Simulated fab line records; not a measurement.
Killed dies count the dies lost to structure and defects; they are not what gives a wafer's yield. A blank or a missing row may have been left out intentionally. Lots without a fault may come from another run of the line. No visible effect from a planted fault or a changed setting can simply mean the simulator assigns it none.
Which of the tools did it? || flow sky130 || Sampling: 15 lots, 45 wafers, 2 of 708 route steps

== WHAT EACH GAUGE READ, for each wafer ==
SKY_SD_N_CD_MEAS_07: target cd 380 nm.
{"lot": "L430", "measured": "day 29 05:16", "on": "cdSem-01", "cdNm (nm)": "377.4 380.4 380.0"}
{"lot": "L431", "measured": "day 29 09:20", "on": "cdSem-01", "cdNm (nm)": "382.5 378.5 377.1"}
{"lot": "L432", "measured": "day 29 15:33", "on": "cdSem-01", "cdNm (nm)": "381.8 382.1 380.1"}
{"lot": "L433", "measured": "day 29 18:50", "on": "cdSem-02", "cdNm (nm)": "379.8 381.9 381.0"}
{"lot": "L434", "measured": "day 30 15:02", "on": "cdSem-02", "cdNm (nm)": "380.1 380.3 379.1"}
{"lot": "L435", "measured": "day 30 17:40", "on": "cdSem-01", "cdNm (nm)": "383.5 384.2 385.1"}
{"lot": "L436", "measured": "day 31 05:05", "on": "cdSem-02", "cdNm (nm)": "375.8 376.7 376.1"}
{"lot": "L437", "measured": "day 31 06:16", "on": "cdSem-01", "cdNm (nm)": "381.5 380.6 380.5"}
{"lot": "L441", "measured": "day 32 10:41", "on": "cdSem-01", "cdNm (nm)": "- - -"}
{"lot": "L442", "measured": "day 33 07:16", "on": "cdSem-02", "cdNm (nm)": "- - -"}
{"lot": "L443", "measured": "day 33 11:08", "on": "cdSem-02", "cdNm (nm)": "- - -"}
{"lot": "L450", "measured": "day 35 14:33", "on": "cdSem-01", "cdNm (nm)": "375.4 374.7 375.1"}
{"lot": "L449", "measured": "day 35 16:11", "on": "cdSem-02", "cdNm (nm)": "378.0 382.2 376.9"}
{"lot": "L451", "measured": "day 35 20:33", "on": "cdSem-02", "cdNm (nm)": "382.0 381.5 381.2"}
{"lot": "L452", "measured": "day 36 04:51", "on": "cdSem-01", "cdNm (nm)": "379.1 379.4 380.1"}

== EACH LOT AND THE TOOL THAT RAN IT (in order: tool; ch and the chambers of the sampled wafers; start) ==
{"lot": "L430", "SKY_SD_N_COAT_02": "lithoTrack-01 ch 0, day 28 14:59"}
{"lot": "L431", "SKY_SD_N_COAT_02": "lithoTrack-04 ch 0, day 28 18:46"}
{"lot": "L432", "SKY_SD_N_COAT_02": "lithoTrack-01 ch 0, day 29 00:59"}
{"lot": "L433", "SKY_SD_N_COAT_02": "lithoTrack-04 ch 0, day 29 03:31"}
{"lot": "L434", "SKY_SD_N_COAT_02": "lithoTrack-02 ch 0, day 30 00:36"}
{"lot": "L435", "SKY_SD_N_COAT_02": "lithoTrack-01 ch 0, day 30 02:37"}
{"lot": "L436", "SKY_SD_N_COAT_02": "lithoTrack-04 ch 0, day 30 15:22"}
{"lot": "L437", "SKY_SD_N_COAT_02": "lithoTrack-02 ch 0, day 30 16:30"}
{"lot": "L441", "SKY_SD_N_COAT_02": "lithoTrack-02, day 31 20:13"}
{"lot": "L442", "SKY_SD_N_COAT_02": "lithoTrack-04, day 32 17:04"}
{"lot": "L443", "SKY_SD_N_COAT_02": "lithoTrack-01, day 32 20:50"}
{"lot": "L450", "SKY_SD_N_COAT_02": "lithoTrack-02 ch 0, day 35 00:12"}
{"lot": "L449", "SKY_SD_N_COAT_02": "lithoTrack-01 ch 0, day 35 01:40"}
{"lot": "L451", "SKY_SD_N_COAT_02": "lithoTrack-04 ch 0, day 35 06:50"}
{"lot": "L452", "SKY_SD_N_COAT_02": "lithoTrack-01 ch 0, day 35 16:53"}
- SKY_SD_N_COAT_02: resist thk 1140 nm.

== AS READ BY THE TOOLS THEMSELVES (means over the sampled wafers that have a number; for cases with no such wafer, the mark the record gives instead) ==
SKY_SD_N_COAT_02.
{"lot": "L430", "tool": "lithoTrack-01", "chillPlateTempC (C)": 22.97, "dispensePressureKPa (kPa)": 54}
{"lot": "L431", "tool": "lithoTrack-04", "chillPlateTempC (C)": 22.98, "dispensePressureKPa (kPa)": 54}
{"lot": "L432", "tool": "lithoTrack-01", "chillPlateTempC (C)": 23.04, "dispensePressureKPa (kPa)": 54}
{"lot": "L433", "tool": "lithoTrack-04", "chillPlateTempC (C)": 22.99, "dispensePressureKPa (kPa)": 54}
{"lot": "L434", "tool": "lithoTrack-02", "chillPlateTempC (C)": 22.94, "dispensePressureKPa (kPa)": 45}
{"lot": "L435", "tool": "lithoTrack-01", "chillPlateTempC (C)": 22.94, "dispensePressureKPa (kPa)": 54}
{"lot": "L436", "tool": "lithoTrack-04", "chillPlateTempC (C)": 23.06, "dispensePressureKPa (kPa)": 54}
{"lot": "L437", "tool": "lithoTrack-02", "chillPlateTempC (C)": 23.07, "dispensePressureKPa (kPa)": 45}
{"lot": "L441", "tool": "lithoTrack-02", "chillPlateTempC (C)": "-", "dispensePressureKPa (kPa)": "-"}
{"lot": "L442", "tool": "lithoTrack-04", "chillPlateTempC (C)": "-", "dispensePressureKPa (kPa)": "-"}
{"lot": "L443", "tool": "lithoTrack-01", "chillPlateTempC (C)": "-", "dispensePressureKPa (kPa)": "-"}
{"lot": "L450", "tool": "lithoTrack-02", "chillPlateTempC (C)": 22.88, "dispensePressureKPa (kPa)": 45}
{"lot": "L449", "tool": "lithoTrack-01", "chillPlateTempC (C)": 22.99, "dispensePressureKPa (kPa)": 54}
{"lot": "L451", "tool": "lithoTrack-04", "chillPlateTempC (C)": 22.97, "dispensePressureKPa (kPa)": 54}
{"lot": "L452", "tool": "lithoTrack-01", "chillPlateTempC (C)": 22.90, "dispensePressureKPa (kPa)": 54}

== THE ANSWER, worked out from the rows above alone ==
Rule: the lots themselves supply what counts as usual. Put in order of their means at a reading, lots are off if they are a third of the lots or fewer, leave a main group of 4 or more, and stand apart from it by a gap of 3 or more times the standard deviation of the main group's means; of several such gaps the widest counts. A main group is skipped when, at the precision printed for the reading in the tables above, its means are all equal. Also off: a lot with no number at a reading for which 4 or more lots have one. All remaining lots with rows at the step are treated as sound. Order of review: gauges by route order, followed by the tools' own readings, for which a lot's mean as printed above is used. The first step at which some lot is off is used, and at that step the reading that is off furthest; a lot without a number counts as furthest.
Off: L441, L442, L443, at SKY_SD_N_CD_MEAS_07 (cdNm). Without a number there: L441, L442, L443. For the main group the mean is 379.8 nm and the standard deviation 2.3.
If a tool, at a process step before that reading, ran all the lots that are off and no sound lot after the first of them, it fits. Not tried: the gauges at SKY_SD_N_CD_MEAS_07; whatever is off there is also off at SKY_SD_N_COAT_02, on other tools, and gauge error can't account for it. No candidate that was tried fits.

== WHAT THE SIMULATOR HAD INSERTED ==
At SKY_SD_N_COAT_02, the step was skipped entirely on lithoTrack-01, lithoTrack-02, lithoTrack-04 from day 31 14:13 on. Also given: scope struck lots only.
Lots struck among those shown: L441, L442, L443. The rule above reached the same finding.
